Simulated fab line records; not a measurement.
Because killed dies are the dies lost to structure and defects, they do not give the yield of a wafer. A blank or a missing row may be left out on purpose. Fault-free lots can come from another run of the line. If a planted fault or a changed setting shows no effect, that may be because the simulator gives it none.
Code-filled problem report in 8D (eight disciplines) form :: flow sky130 :: the parts of the form that need people (team, actions taken, sign-off) are left out

== 1. WHAT WENT WRONG ==
LDD_HVP_TW at SKY_LDD_HVP_TW_MEAS_10 reads a mean of 479 on 3 wafers of 2 lots; wafers without a fault read 456 with a standard deviation of 3.2. That puts it +7.1 standard deviations away from the usual mean.
Seen first at day 25 10:24 on film-metro-02, wafer L842.2. The record has a number at this step for 35 wafers belonging to 12 lots. The rule behind "out" and "out of limits": a value lying over 4 standard deviations away from the usual mean. The other wafers with a number count as sound.

== 2. WHAT IT IS; WHAT IT IS NOT ==
question: which readings at this step
is: LDD_HVP_TW
is not: -

question: which lots
is: L842, L843
is not: L832, L833, L834, L837, L844, L848, L850, L852, L853, L855

question: which wafers of those lots
is: L842.2, L843.2, L843.4
is not: L842.1, L843.5

question: read on which gauges
is: film-metro-01, film-metro-02
is not: film-metro-03

question: when
is: from day 25 10:24
is not: up to then (13 sound wafers); but 19 sound wafers of L843, L844, L848, L850, L852, L853, L855 came after

== 3. SUSPECTS, AND WHAT RULES EACH OUT ==
Counting: if a tool at a process step up to the reading ran every lot that is out, it stays a suspect. Sound lots after the first of them don't rule it out here, since some wafers of a struck lot are sound.
- the gauge at SKY_LDD_HVP_TW_MEAS_10: ruled out. Those wafers that are out were read across 2 gauges (film-metro-01, film-metro-02).
- implanter-01 at SKY_LDD_HVP_IMPLANT_08: kept. Ran every lot that is out, first one L842 (day 25 10:09); last sound lot up to then L837 (day 23 16:03). Its own readings are out on those wafers: beam-on-s, faraday-current-uA.
Left after counting: implanter-01 at SKY_LDD_HVP_IMPLANT_08.

== 4. THE CAUSE (what the simulator had put in) ==
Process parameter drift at SKY_LDD_HVP_IMPLANT_08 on implanter-01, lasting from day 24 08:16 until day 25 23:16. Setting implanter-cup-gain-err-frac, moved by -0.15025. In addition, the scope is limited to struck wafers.
After counting, this tool was the only one left.

== 5. SEQUENCE OF EFFECTS, ordered by route ==
Each row: a reading where the mean over the struck wafers with a number is more than 3 standard deviations away from the usual. Readings are gone through only where the record gives a usual standard deviation; hours: the median, over the lots, of the time from a lot's start at the first step in this table giving one to that lot's start at this step; sigmas: the change measured in usual standard deviations.
hours: 0
step: SKY_LDD_HVP_IMPLANT_08
reading: beam-on-s
usual: 9.99 s
on struck wafers: 11.41
change: +1.42
sigmas: +6.8

hours: 0
step: SKY_LDD_HVP_IMPLANT_08
reading: faraday-current-uA
usual: 96.0
on struck wafers: 83.7
change: -12.3
sigmas: -6.1

hours: 0
step: SKY_LDD_HVP_TW_MEAS_10
reading: LDD_HVP_TW
usual: 456
on struck wafers: 479
change: +23
sigmas: +7.1
Here are the process steps it includes:
- SKY_LDD_HVP_IMPLANT_08

== 6. HOW IT WOULD HAVE BEEN CAUGHT EARLIER ==
Counted from the fault's start at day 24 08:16, it took 26 hours until the first out-of-limits reading at a measuring or inspecting step in this record, taken at day 25 10:24.
The tool's own readings at SKY_LDD_HVP_IMPLANT_08 were out on every struck wafer that the step has a row for (beam-on-s, faraday-current-uA): an alarm limit on them would have fired on the first of those.
L843, from the lots that are out (2), started SKY_LDD_HVP_IMPLANT_08 on implanter-01 later than day 25 10:24. A tool hold placed at that time would have kept it from harm.
